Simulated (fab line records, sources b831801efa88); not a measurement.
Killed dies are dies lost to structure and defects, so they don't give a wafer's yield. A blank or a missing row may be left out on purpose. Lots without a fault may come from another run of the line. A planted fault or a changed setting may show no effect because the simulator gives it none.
Which tool did it? | flow sky130 | 13 lots, 39 wafers sampled, at 4 steps of a route of 708

WHAT THE GAUGES READ, wafer by wafer
SKY_CONTACT_RS_MEAS_25: measures by four-point-probe.
lot  | measured     | on            | CONTACT_W_RS (ohm/sq)
L449 | day 31 10:22 | film_metro-03 | 0.330 0.342 0.338
L454 | day 33 00:06 | film_metro-02 | 0.335 0.325 0.338
L455 | day 33 12:03 | film_metro-02 | 0.334 0.335 0.329
L456 | day 34 00:01 | film_metro-02 | 0.338 0.336 0.335
L459 | day 34 14:58 | film_metro-01 | 0.326 0.329 0.325
L458 | day 34 18:38 | film_metro-02 | 0.331 0.331 0.329
L460 | day 34 21:04 | film_metro-03 | 0.336 0.332 0.336
L461 | day 35 13:35 | film_metro-03 | 0.334 0.334 0.339
L462 | day 35 23:28 | film_metro-02 | 0.328 0.328 0.329
L464 | day 36 08:50 | film_metro-01 | 0.331 0.343 0.345
L466 | day 37 00:08 | film_metro-02 | 0.330 0.336 0.332
L467 | day 37 05:20 | film_metro-03 | 0.326 0.335 0.339
L469 | day 38 09:31 | film_metro-01 | 0.343 0.334 0.341

SKY_METAL1_OVL_MEAS_16.
lot  | measured     | on         | METAL1_OVL (nm)
L449 | day 32 13:50 | overlay-01 | 5 4 3
L454 | day 34 03:24 | overlay-02 | 2 7 7
L455 | day 34 15:08 | overlay-01 | -3 -1 -1
L456 | day 35 03:18 | overlay-01 | -6 -3 -3
L459 | day 35 17:45 | overlay-01 | 4 2 9
L458 | day 35 21:44 | overlay-01 | -1 -5 -2
L460 | day 35 23:29 | overlay-02 | 3 4 5
L461 | day 36 15:47 | overlay-01 | 0 7 8
L462 | day 37 02:27 | overlay-01 | -7 0 -1
L464 | day 37 12:20 | overlay-01 | 3 9 1
L466 | day 38 02:38 | overlay-01 | -3 1 -1
L467 | day 38 07:48 | overlay-02 | 1 -8 -3
L469 | day 39 11:26 | overlay-01 | 2 2 -2

WHICH TOOL RAN EACH LOT (tool, then ch and the chambers of the sampled wafers, then the start)
lot  | SKY_METAL1_SPUTTER_00        | SKY_METAL1_COAT_10
L449 | pvd_sputter-02, day 31 10:51 | litho_track-02 ch 0, day 32 00:00
L454 | pvd_sputter-01, day 33 00:32 | litho_track-04 ch 0, day 33 14:00
L455 | pvd_sputter-01, day 33 12:29 | litho_track-03 ch 0, day 34 01:00
L456 | pvd_sputter-02, day 34 00:37 | litho_track-04 ch 0, day 34 14:00
L459 | pvd_sputter-04, day 34 15:25 | litho_track-03 ch 0, day 35 04:00
L458 | pvd_sputter-04, day 34 19:11 | litho_track-03 ch 0, day 35 08:00
L460 | pvd_sputter-01, day 34 21:33 | litho_track-04 ch 0, day 35 09:00
L461 | pvd_sputter-04, day 35 14:03 | litho_track-04 ch 0, day 36 02:00
L462 | pvd_sputter-01, day 35 23:55 | litho_track-03 ch 0, day 36 12:00
L464 | pvd_sputter-01, day 36 09:17 | litho_track-04 ch 0, day 36 22:00
L466 | pvd_sputter-01, day 37 00:34 | litho_track-03 ch 0, day 37 13:00
L467 | pvd_sputter-01, day 37 05:47 | litho_track-04 ch 0, day 37 18:00
L469 | pvd_sputter-01, day 38 10:00 | litho_track-02 ch 0, day 38 22:00
- SKY_METAL1_SPUTTER_00: material Ti, target thk 15 nm, time 10 s.
- SKY_METAL1_COAT_10: resist thk 450 nm.

WHAT THE TOOLS THEMSELVES READ (means of the sampled wafers that have a number; where no wafer has one, the mark that the record gives instead)
SKY_METAL1_SPUTTER_00.
lot  | tool           | throttle_valve_pct (%)
L449 | pvd_sputter-02 | 29.9
L454 | pvd_sputter-01 | 30.3
L455 | pvd_sputter-01 | 31.4
L456 | pvd_sputter-02 | 30.8
L459 | pvd_sputter-04 | 29.4
L458 | pvd_sputter-04 | 29.0
L460 | pvd_sputter-01 | 31.4
L461 | pvd_sputter-04 | 29.0
L462 | pvd_sputter-01 | 30.0
L464 | pvd_sputter-01 | 30.9
L466 | pvd_sputter-01 | 31.1
L467 | pvd_sputter-01 | 30.7
L469 | pvd_sputter-01 | 31.0

SKY_METAL1_COAT_10.
lot  | tool           | spin_speed_rpm (rpm)
L449 | litho_track-02 | 2998.9
L454 | litho_track-04 | 2999.3
L455 | litho_track-03 | 2999.9
L456 | litho_track-04 | 3001.2
L459 | litho_track-03 | 2998.8
L458 | litho_track-03 | 2997.3
L460 | litho_track-04 | 2999.1
L461 | litho_track-04 | 3000.0
L462 | litho_track-03 | 2999.0
L464 | litho_track-04 | 2868.8
L466 | litho_track-03 | 2999.3
L467 | litho_track-04 | 2867.5
L469 | litho_track-02 | 3001.9

THE ANSWER, worked out from the rows above alone
Rule: what is usual is taken from the lots themselves. Put in order of their means at a reading, lots are off if they are a third of the lots or fewer, leave a main group of 4 or more, and stand apart from it by a gap of 3 or more times the standard deviation of the main group's means; of several such gaps the widest counts. A main group whose means are all the same, to the digits that the tables above print for the reading, isn't used. A lot without any number at a reading at which 4 lots or more have one is off too. The other lots that the step has rows for count as sound. The gauges are gone through in route order, then the tools' own readings, and for those a lot's mean is taken as printed above. The first step at which some lot is off is used, and at that step the reading that is off furthest; a lot without a number counts as furthest.
Off: L464, L467, at SKY_METAL1_COAT_10 (spin_speed_rpm). The main group: mean 2999.5 rpm, standard deviation 1.2.
A tool fits if, at that step or a process step before it, it ran every lot that is off, and no sound lot after the first of them. One fits: litho_track-04 at SKY_METAL1_COAT_10. Its last sound lot is L461 (day 36 02:00), its first lot that is off L464 (day 36 22:00): a fault that began between those two fits.
The tool's own readings at SKY_METAL1_COAT_10 bear it out: on the lots that are off they differ by more than 5 times the standard deviation of the sound lots' means. spin_speed_rpm reads 2868.2 rpm there against 2999.5 rpm on the sound lots.

WHAT THE SIMULATOR HAD PUT IN
Process parameter drift: litho_track-04, from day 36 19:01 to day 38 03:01, at SKY_METAL1_COAT_10. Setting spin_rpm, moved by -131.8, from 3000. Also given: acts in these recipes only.
Lots struck among those shown: L464, L467. The rule above found the same.
